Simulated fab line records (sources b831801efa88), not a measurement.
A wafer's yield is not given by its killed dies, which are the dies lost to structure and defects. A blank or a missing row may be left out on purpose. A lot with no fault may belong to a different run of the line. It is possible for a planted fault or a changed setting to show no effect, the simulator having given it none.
fab line records	flow sky130
record: lots: 11	wafers: 33	last-day: 49
route steps=708 shown CONTACT@421 METAL1@452 PAD_OPEN@708
lots with no fault: from the same line, run without faults
start-h: start of the lot's first displayed wafer, in hours after the record's first day	wait-h: hours since the lot's step before	" identical to the entry in the row above	L1.1+2: a single row standing in for several wafers	- no value, or no start was given	* or withheld: withheld	< > ~ a bound
route shown NAME@n: a module of which the file shows steps, and the number in the route of the first	usual: the fault-free wafers' mean and standard deviation	same: alike in all rows	chamber/n: place in a boat	sites: each site's reading	_std_site: their standard deviation	_edge_site: inner sites' mean taken away from outer sites' mean	radius-mm: how far each site lies from the wafer's centre	mask NAME#n: copy n	behind: the tool/chamber that last shaped the wafer	hold: what put the lot on hold/how long, in hours/how the hold closed	device: whichever transistor did not switch (one of n, p or np)	end of line: tests run on the same wafers once the route is complete	for a step that has no rows: nothing shown but its recipe	killed: at the first sort, the dies lost to defects and structure; wafer yield is something else	map: a wafer's dies, marking killed ones x, the rest . and places with no die _
set.NAME: the setting the step ran with; set.NAME@STEP: the setting that earlier step ran with	model.NAME: the simulator's own value behind a step, which no gauge read
route steps across a sampled set of lots; one table per step, one row per wafer
services: a tool's chamber out of use, with start hour (start-h, from the record's first day; less than 0 if before it), hours out, and reason
== steps ==
step: SKY_CONTACT_OVL_MEAS_15
usual: CONTACT_OVL: -2/5.6
lot.wafer	tool	chamber	start-h	wait-h	CONTACT_OVL[nm]
L920.4	overlay-01	-	754.45	0.1	-9
L920.5	"	-	"	"	-1
L920.6	"	-	"	"	-8
L921.3	overlay-01	-	762.72	0.1	-7
L921.4	"	-	"	"	-3
L921.5	"	-	"	"	-3
L922.3	overlay-01	-	770.56	0.1	-4
L922.5	"	-	"	"	-5
L922.6	"	-	"	"	1
L924.1	overlay-01	-	791.48	0.1	0
L924.3	"	-	"	"	-9
L924.5	"	-	"	"	-6
L925.1	overlay-01	-	797.89	0.1	2
L925.2	"	-	"	"	1
L925.3	"	-	"	"	9
L926.1	overlay-02	-	805.24	0.1	-7
L926.2	"	-	"	"	-3
L926.3	"	-	"	"	2
L929.2	overlay-02	-	828.85	0.1	3
L929.3	"	-	"	"	-1
L929.4	"	-	"	"	8
L931.2	overlay-02	-	838.69	0.1	-5
L931.3	"	-	"	"	0
L931.5	"	-	"	"	-3
L933.2	overlay-01	-	847.32	0.1	-6
L933.5	"	-	"	"	2
L933.6	"	-	"	"	-8
L934.2	overlay-01	-	863.72	0.1	-2
L934.5	"	-	"	"	-16
L934.6	"	-	"	"	-7
L937.2	overlay-02	-	881.42	0.1	-2
L937.3	"	-	"	"	5
L937.5	"	-	"	"	6
step: SKY_CONTACT_ETCH_17
recipe: target: SiO2	chemistry: C4F8/O2/Ar	stop-on: Si3N4	mask-material: KrF-thick	source-w: 1500	bias-w: 1200	pressure-mtorr: 40	c4f8-flow-sccm: withheld	O2_flow_sccm: 6	Ar_flow_sccm: 300	time-s: withheld	target-depth-a: 3400
usual: bias-w: 1200/3.5	oes-product-au: 0.892/0.005
lot.wafer	tool	chamber	start-h	wait-h	bias-w	oes-product-au
L920.4	rie-diel-03	1	754.51	0.0	1202	0.891
L920.5	"	3	"	"	1200	0.890
L920.6	"	0	"	"	1201	0.895
L921.3	rie-diel-03	1	762.79	0.0	1200	0.891
L921.4	"	2	"	"	1195	0.888
L921.5	"	2	"	"	1189	0.895
L922.3	rie-diel-01	2	770.62	0.0	1201	0.892
L922.5	"	2	"	"	1202	0.897
L922.6	"	0	"	"	1205	0.883
L924.1	rie-diel-04	0	791.56	0.0	1207	0.899
L924.3	"	3	"	"	1201	0.898
L924.5	"	1	"	"	1200	0.897
L925.1	rie-diel-01	0	797.97	0.0	1197	0.887
L925.2	"	1	"	"	1188	0.895
L925.3	"	2	"	"	1200	0.887
L926.1	rie-diel-01	1	805.32	0.0	1204	0.892
L926.2	"	2	"	"	1197	0.887
L926.3	"	3	"	"	1194	0.892
L929.2	rie-diel-04	3	828.92	0.0	1194	0.901
L929.3	"	2	"	"	1201	0.890
L929.4	"	1	"	"	1199	0.895
L931.2	rie-diel-03	3	838.76	0.0	1198	0.888
L931.3	"	2	"	"	1202	0.895
L931.5	"	2	"	"	1204	0.895
L933.2	rie-diel-04	1	847.39	0.0	1198	0.896
L933.5	"	2	"	"	1201	0.894
L933.6	"	3	"	"	1201	0.892
L934.2	rie-diel-04	3	863.79	0.0	1203	0.893
L934.5	"	3	"	"	1205	0.884
L934.6	"	2	"	"	1203	0.893
L937.2	rie-diel-01	1	881.49	0.0	1194	0.887
L937.3	"	3	"	"	1200	0.890
L937.5	"	1	"	"	1196	0.894
step: SKY_METAL1_ETCH_18
recipe: chemistry: N2/H2	target: BARC	ion-energy-ev: 200	bias-w: 100	pressure-mtorr: 30	n2-flow-sccm: 100	h2-flow-sccm: 200	icp-w: 500	stop-on: SiO2	time-s: 45.9	target-depth-a: 600
usual: bias-w: 100.0/0.33	drypump-motor-current-A: 5.9/0.43	he-backside-leak-sccm: 3.36/0.23	oes-product-au: 0.855/0.0045	throttle-valve-pct: 13.226/0.0084
same: time-s: 45.9
lot.wafer	tool	chamber	start-h	wait-h	bias-w	drypump-motor-current-A	he-backside-leak-sccm	oes-product-au	rf-hours-counter-h	throttle-valve-pct
L920.4	rie-metal-01	1	782.70	0.0	100.1	6.0	3.15	0.851	-	13.242
L920.5	"	0	"	"	100.1	5.3	3.26	0.847	-	13.221
L920.6	"	1	"	"	99.7	6.1	2.89	0.856	-	13.216
L921.3	rie-metal-01	1	790.88	0.0	100.4	6.1	3.33	0.854	-	13.240
L921.4	"	0	"	"	100.1	5.4	3.16	0.856	-	13.227
L921.5	"	0	"	"	99.9	5.3	3.19	0.850	-	13.222
L922.3	rie-metal-03	0	798.98	0.0	100.3	6.4	3.61	0.860	-	13.215
L922.5	"	0	"	"	100.1	6.4	3.60	0.853	-	13.229
L922.6	"	1	"	"	100.4	6.2	3.23	0.854	-	13.214
L924.1	rie-metal-03	1	819.16	0.0	100.1	6.2	3.18	0.845	13	13.218
L924.3	"	1	"	"	100.1	6.1	3.33	0.855	-	13.224
L924.5	"	1	"	"	100.1	6.1	3.45	0.854	-	13.213
L925.1	rie-metal-02	1	825.67	0.0	99.8	5.3	3.19	0.850	1	13.223
L925.2	"	0	"	"	100.0	6.0	3.49	0.856	5	13.232
L925.3	"	1	"	"	99.9	5.3	3.09	0.864	-	13.219
L926.1	rie-metal-03	0	834.07	0.0	100.4	6.4	3.56	0.856	7	13.233
L926.2	"	1	"	"	99.4	6.2	3.44	0.856	14	13.225
L926.3	"	1	"	"	99.7	6.2	3.53	0.851	-	13.245
L929.2	rie-metal-03	0	856.26	0.0	99.5	6.4	3.55	0.848	8	13.236
L929.3	"	0	"	"	100.1	6.4	3.73	0.855	-	13.235
L929.4	"	1	"	"	99.6	6.1	3.48	0.861	-	13.236
L931.2	rie-metal-01	0	866.23	0.1	100.0	5.3	3.22	0.861	-	13.235
L931.3	"	0	"	"	100.3	5.3	3.19	0.851	-	13.217
L931.5	"	0	"	"	99.8	5.3	3.18	0.857	-	13.224
L933.2	rie-metal-01	1	873.48	0.0	100.0	6.1	3.06	0.855	0	13.237
L933.5	"	0	"	"	89.2	5.3	3.14	0.861	-	13.235
L933.6	"	1	"	"	100.3	6.1	2.87	0.853	-	13.223
L934.2	rie-metal-01	1	891.87	0.0	100.2	6.0	3.10	0.854	1	13.222
L934.5	"	1	"	"	100.2	6.0	3.32	0.853	-	13.219
L934.6	"	0	"	"	89.0	5.4	3.25	0.856	-	13.232
L937.2	rie-metal-02	1	908.41	0.0	100.0	5.3	3.23	0.852	5	13.221
L937.3	"	1	"	"	100.1	5.3	3.19	0.859	-	13.228
L937.5	"	1	"	"	100.1	5.3	3.28	0.860	-	13.233
step: SKY_METAL1_STRIP_20
recipe: chemistry: O2/N2	power-w: 1400	pressure-mtorr: 1500	platen-temp-c: withheld	o2-flow-sccm: 3000	n2-flow-sccm: 300	overash-fraction: 0.5
usual: drypump-motor-current-A: 6.1/0.71	oes-product-au: 0.343/0.0057	strip-time-to-endpoint-s: 2.70/0.069
same: overash-fraction: 0.5
lot.wafer	tool	chamber	start-h	wait-h	drypump-motor-current-A	oes-product-au	rf-hours-counter-h	strip-time-to-endpoint-s
L920.4	plasma-asher-03	0	782.86	0.1	6.5	0.353	-	2.84
L920.5	"	0	"	"	6.4	0.338	-	2.66
L920.6	"	1	"	"	6.7	0.344	-	2.86
L921.3	plasma-asher-03	0	791.05	0.1	6.5	0.351	-	2.85
L921.4	"	1	"	"	6.7	0.338	-	2.69
L921.5	"	0	"	"	6.5	0.343	-	2.68
L922.3	plasma-asher-01	0	799.15	0.1	5.9	0.336	-	2.67
L922.5	"	0	"	"	5.9	0.343	-	2.68
L922.6	"	1	"	"	6.6	0.338	-	2.67
L924.1	plasma-asher-01	1	819.32	0.1	6.7	0.339	43	2.74
L924.3	"	0	"	"	5.9	0.349	-	2.74
L924.5	"	1	"	"	6.6	0.344	-	2.77
L925.1	plasma-asher-03	0	825.82	0.1	6.4	0.355	8	2.85
L925.2	"	1	"	"	6.7	0.334	8	2.68
L925.3	"	1	"	"	6.7	0.353	-	2.85
L926.1	plasma-asher-01	0	834.22	0.1	5.9	0.340	44	2.72
L926.2	"	1	"	"	6.6	0.346	44	2.77
L926.3	"	1	"	"	6.7	0.346	-	2.77
L929.2	plasma-asher-03	0	856.42	0.1	6.5	0.339	11	2.68
L929.3	"	1	"	"	6.7	0.342	-	2.68
L929.4	"	0	"	"	6.5	0.344	-	2.78
L931.2	plasma-asher-02	1	866.52	0.1	5.1	0.335	104	2.64
L931.3	"	0	"	"	4.8	0.339	-	2.64
L931.5	"	1	"	"	5.0	0.338	-	2.62
L933.2	plasma-asher-03	0	873.68	0.1	6.5	0.352	13	2.72
L933.5	"	0	"	"	6.5	0.351	-	2.64
L933.6	"	1	"	"	6.7	0.347	-	2.71
L934.2	plasma-asher-03	1	892.02	0.1	6.7	0.342	15	2.70
L934.5	"	0	"	"	6.5	0.343	-	2.72
L934.6	"	1	"	"	6.7	0.339	-	2.68
L937.2	plasma-asher-03	1	908.57	0.1	6.7	0.349	17	2.76
L937.3	"	0	"	"	6.5	0.349	-	2.79
L937.5	"	0	"	"	6.5	0.347	-	2.74
step: SKY_PAD_OPEN_PROBE_99
usual: defect-limited-yield: 82.9/2.2	killed_at_M0_to_M3: 42/7	killed_at_M4_up: 2.8/1.8	killed-at-contacts: 24/5.8	killed-at-front-end: 15/4.8	killed-at-other: 0.3/0.56	killed-dies: 84/11	killed-open: 46/7.8	killed-short: 38/6.3	sort_bin_3_pad_short: 0.8/0.43	sort_bin_5_function: 10.2/1.6	sort_bin_6_memory: 6.0/1.1	sort-n-pass: 408/11	sort-yield-pct: 82.9/2.2
same: gross-dies: 492	killed-at-back-side: 0	sort_bin_4_leakage[%]: 0	sort_bin_8_speed[%]: 0
lot.wafer	tool	chamber	start-h	wait-h	defect-limited-yield[%]	killed_at_M0_to_M3	killed_at_M4_up	killed-at-contacts	killed-at-front-end	killed-at-other	killed-dies	killed-open	killed-short	sort_bin_3_pad_short[%]	sort_bin_5_function[%]	sort_bin_6_memory[%]	sort-n-pass	sort-yield-pct[%]
L920.4	prober-01	-	1090.97	0.2	87.0	33	7	17	7	0	64	31	33	0.6	7.5	4.9	428	87.0
L920.5	prober-01	-	1091.02	0.2	83.7	43	2	17	17	1	80	42	38	1.0	10.0	5.3	412	83.7
L920.6	prober-01	-	1091.07	0.2	82.9	42	6	24	12	0	84	42	42	1.2	10.4	5.5	408	82.9
L921.3	prober-02	-	1096.45	0.2	82.7	39	2	30	13	1	85	45	40	0.6	12.2	4.5	407	82.7
L921.4	prober-02	-	1096.50	0.2	84.1	36	2	24	16	0	78	36	42	1.0	8.9	5.9	414	84.1
L921.5	prober-02	-	1096.55	0.2	81.9	47	5	26	10	1	89	42	47	1.0	10.4	6.7	403	81.9
L924.1	prober-01	-	1119.39	0.1	86.2	33	1	20	14	0	68	36	32	0.6	9.1	4.1	424	86.2
L924.3	prober-01	-	1119.49	0.2	83.7	41	2	30	7	0	80	45	35	0.8	8.9	6.5	412	83.7
L924.5	prober-01	-	1119.59	0.2	83.5	35	2	31	13	0	81	45	36	1.2	9.3	5.9	411	83.5
L926.1	prober-01	-	1127.05	0.1	83.9	44	2	18	14	1	79	48	30	0.6	9.3	6.1	413	83.9
L926.2	prober-01	-	1127.10	0.1	84.3	47	1	22	6	1	77	43	33	0.4	9.8	5.5	415	84.3
L926.3	prober-01	-	1127.15	0.2	79.7	54	3	23	18	2	100	60	39	0.4	12.4	7.5	392	79.7
L931.2	prober-02	-	1151.31	0.1	81.1	50	3	25	15	0	93	47	46	1.0	11.0	6.9	399	81.1
L931.3	prober-02	-	1151.36	0.2	82.7	46	2	25	12	0	85	41	43	1.0	8.9	7.3	407	82.7
L931.5	prober-02	-	1151.46	0.2	81.9	46	2	29	11	1	89	48	40	1.0	10.0	7.1	403	81.9
L933.2	prober-02	-	1158.78	0.1	79.1	57	0	30	16	0	103	56	47	1.8	13.0	6.1	389	79.1
L933.5	prober-02	-	1158.93	0.2	84.3	40	1	19	17	0	77	38	39	0.8	8.1	6.7	415	84.3
L933.6	prober-02	-	1158.98	0.2	82.3	45	3	21	18	0	87	45	42	1.2	11.0	5.5	405	82.3
L937.2	prober-02	-	1182.40	0.1	80.1	45	0	26	27	0	98	61	37	0.8	12.2	6.9	394	80.1
L937.3	prober-02	-	1182.45	0.2	81.7	38	2	29	21	0	90	53	37	0.4	10.8	7.1	402	81.7
L937.5	prober-02	-	1182.55	0.2	82.3	41	1	25	20	0	87	53	34	1.4	10.0	6.3	405	82.3
killed by level:class
L920.4 VIA3:geometric-particle:open=9 METAL2:geometric-particle:short=6 LI_CONTACT:geometric-particle:open=6 METAL4:geometric-particle:short=6 VIA1:geometric-particle:short=5 CONTACT:geometric-particle:short=4 METAL1:geometric-particle:short=4 LOCAL_INTERCONNECT:geometric-particle:short=3
L920.5 METAL2:geometric-particle:short=10 LI_CONTACT:geometric-particle:open=8 VIA3:geometric-particle:open=8 VIA1:geometric-particle:open=6 VIA2:geometric-particle:open=6 POLY_GATE:geometric-particle:open=5 FIELD_ISO:geometric-particle:short=4 METAL1:geometric-particle:short=4
L920.6 VIA3:geometric-particle:open=10 VIA1:geometric-particle:open=8 CONTACT:geometric-particle:open=7 LI_CONTACT:geometric-particle:open=6 LOCAL_INTERCONNECT:geometric-particle:short=6 METAL2:geometric-particle:short=6 VIA3:geometric-particle:short=5 METAL4:geometric-particle:short=5
L921.3 VIA3:geometric-particle:open=8 LOCAL_INTERCONNECT:geometric-particle:short=7 VIA1:geometric-particle:open=7 VIA2:geometric-particle:open=7 LI_CONTACT:geometric-particle:open=6 CONTACT:geometric-particle:open=6 FIELD_ISO:geometric-particle:short=5 FIELD_ISO:geometric-particle:open=5
L921.4 CONTACT:geometric-particle:open=8 VIA1:geometric-particle:open=6 FIELD_ISO:geometric-particle:short=5 LI_CONTACT:geometric-particle:open=5 CONTACT:geometric-particle:short=5 METAL1:geometric-particle:short=5 VIA3:geometric-particle:short=5 VIA3:geometric-particle:open=4
L921.5 VIA3:geometric-particle:open=12 CONTACT:geometric-particle:short=8 LI_CONTACT:geometric-particle:open=7 CONTACT:geometric-particle:open=6 VIA1:geometric-particle:short=6 METAL1:geometric-particle:short=5 VIA2:geometric-particle:open=5 METAL4:geometric-particle:short=5
L924.1 VIA1:geometric-particle:open=9 POLY_GATE:geometric-particle:open=6 METAL2:geometric-particle:short=6 LI_CONTACT:geometric-particle:open=5 CONTACT:geometric-particle:open=5 FIELD_ISO:geometric-particle:short=4 CONTACT:geometric-particle:short=4 VIA3:geometric-particle:open=4
L924.3 VIA1:geometric-particle:open=18 CONTACT:geometric-particle:open=9 LI_CONTACT:geometric-particle:open=7 CONTACT:geometric-particle:short=7 LOCAL_INTERCONNECT:geometric-particle:short=5 METAL2:geometric-particle:short=5 METAL1:geometric-particle:short=4 VIA1:geometric-particle:short=4
L924.5 CONTACT:geometric-particle:open=10 LI_CONTACT:geometric-particle:open=10 METAL1:geometric-particle:short=9 VIA1:geometric-particle:open=9 LI_CONTACT:geometric-particle:short=6 POLY_GATE:geometric-particle:open=5 FIELD_ISO:geometric-particle:short=4 CONTACT:geometric-particle:short=4
L926.1 VIA1:geometric-particle:open=14 LI_CONTACT:geometric-particle:open=6 VIA2:geometric-particle:open=6 VIA3:geometric-particle:open=6 CONTACT:geometric-particle:open=5 METAL2:geometric-particle:short=5 FIELD_ISO:geometric-particle:open=4 VIA1:geometric-particle:short=4
L926.2 VIA1:geometric-particle:open=11 VIA3:geometric-particle:open=9 LI_CONTACT:geometric-particle:open=7 CONTACT:geometric-particle:open=6 METAL2:geometric-particle:short=6 LI_CONTACT:geometric-particle:short=5 VIA1:geometric-particle:short=5 VIA2:geometric-particle:open=5
L926.3 VIA1:geometric-particle:open=14 CONTACT:geometric-particle:open=11 VIA3:geometric-particle:open=9 METAL1:geometric-particle:short=7 VIA1:geometric-particle:short=7 LI_CONTACT:geometric-particle:open=6 FIELD_ISO:geometric-particle:open=5 VIA2:geometric-particle:open=5
L931.2 VIA1:geometric-particle:open=15 CONTACT:geometric-particle:open=10 VIA2:geometric-particle:open=9 METAL1:geometric-particle:short=9 FIELD_ISO:geometric-particle:short=7 LI_CONTACT:geometric-particle:open=6 LOCAL_INTERCONNECT:geometric-particle:short=5 METAL2:geometric-particle:short=5
L931.3 CONTACT:geometric-particle:open=9 VIA1:geometric-particle:short=8 VIA1:geometric-particle:open=8 METAL1:geometric-particle:short=7 CONTACT:geometric-particle:short=6 VIA2:geometric-particle:open=5 VIA3:geometric-particle:open=5 LOCAL_INTERCONNECT:geometric-particle:short=4
L931.5 VIA1:geometric-particle:open=11 CONTACT:geometric-particle:open=10 LI_CONTACT:geometric-particle:open=8 METAL1:geometric-particle:short=8 VIA2:geometric-particle:open=6 METAL2:geometric-particle:short=6 VIA1:geometric-particle:short=5 FIELD_ISO:geometric-particle:open=4
L933.2 VIA1:geometric-particle:open=17 VIA2:geometric-particle:open=7 VIA3:geometric-particle:open=7 CONTACT:geometric-particle:short=7 VIA1:geometric-particle:short=7 LOCAL_INTERCONNECT:geometric-particle:short=6 POLY_GATE:geometric-particle:open=6 CONTACT:geometric-particle:open=6
L933.5 VIA1:geometric-particle:short=9 LI_CONTACT:geometric-particle:open=8 FIELD_ISO:geometric-particle:short=7 VIA1:geometric-particle:open=6 VIA2:geometric-particle:open=5 VIA3:geometric-particle:open=5 FIELD_ISO:geometric-particle:open=4 CONTACT:geometric-particle:open=4
L933.6 VIA1:geometric-particle:open=12 CONTACT:geometric-particle:open=9 METAL1:geometric-particle:short=7 FIELD_ISO:geometric-particle:short=6 VIA2:geometric-particle:open=6 POLY_GATE:geometric-particle:short=5 VIA3:geometric-particle:open=5 FIELD_ISO:geometric-particle:open=4
L937.2 LI_CONTACT:geometric-particle:open=10 POLY_GATE:geometric-particle:open=8 CONTACT:geometric-particle:open=8 POLY_GATE:geometric-particle:short=7 VIA1:geometric-particle:open=7 VIA2:geometric-particle:open=7 FIELD_ISO:geometric-particle:open=6 CONTACT:geometric-particle:short=5
L937.3 CONTACT:geometric-particle:open=13 VIA1:geometric-particle:open=13 CONTACT:geometric-particle:short=7 FIELD_ISO:geometric-particle:short=6 LI_CONTACT:geometric-particle:open=6 VIA3:geometric-particle:open=6 VIA1:geometric-particle:short=5 VIA2:geometric-particle:short=5
L937.5 VIA3:geometric-particle:open=9 CONTACT:geometric-particle:open=8 LI_CONTACT:geometric-particle:open=7 VIA1:geometric-particle:open=7 POLY_GATE:geometric-particle:open=6 VIA2:geometric-particle:open=6 FIELD_ISO:geometric-particle:open=5 FIELD_ISO:geometric-particle:short=5
== services ==
tool	chamber	start-h	hours	kind
plasma-asher-03	-	733.75	9.0	pm
plasma-asher-03	0	733.75	9.0	vent-cycle
rie-diel-04	1	743.46	4.8	repair
rie-diel-04	3	746.01	5.6	repair
rie-diel-01	2	749.32	10.4	repair
rie-diel-01	-	759.41	0.7	repair
rie-diel-01	2	759.84	1.7	repair
rie-diel-01	1	767.06	5.5	repair
plasma-asher-02	-	788.47	6.8	repair
rie-metal-01	0	795.13	8.4	repair
rie-diel-01	-	803.53	0.2	repair
plasma-asher-02	-	805.37	1.3	repair
plasma-asher-03	-	806.11	4.6	repair
rie-diel-04	-	807.03	14.6	pm
rie-metal-02	-	819.87	4.3	pm
rie-diel-04	0	835.25	19.0	repair
plasma-asher-01	-	860.48	1.4	repair
rie-diel-03	1	869.45	3.6	repair
plasma-asher-01	-	875.32	1.2	repair
rie-metal-02	-	875.61	0.7	repair
plasma-asher-02	-	880.67	14.6	pm
plasma-asher-02	-	897.25	16.6	repair
rie-diel-01	2	899.05	6.9	repair
rie-diel-01	1	906.12	6.2	repair
== key ==
first-sign: step: SKY_METAL1_ETCH_18	reading: bias-w	direction: down	sigmas: 33	usual: 100.0	struck: 89.1
effect none on later readings
met-at SKY_METAL1_ETCH_18
struck-lots L933,L934
struck-wafers L933.5,L934.6
not-acting-at SKY_CONTACT_OVL_MEAS_15,SKY_CONTACT_ETCH_17,SKY_METAL1_STRIP_20
onset-between 866.23 873.48
fault: kind: process-parameter-drift	tool: rie-metal-01	chamber: 0	onset-h: 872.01	steps: SKY_METAL1_ETCH_18	channel: bias-w	offset: -10.834	shape: step	end-h: 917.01	acts-in: these-recipes-only	stated: 100
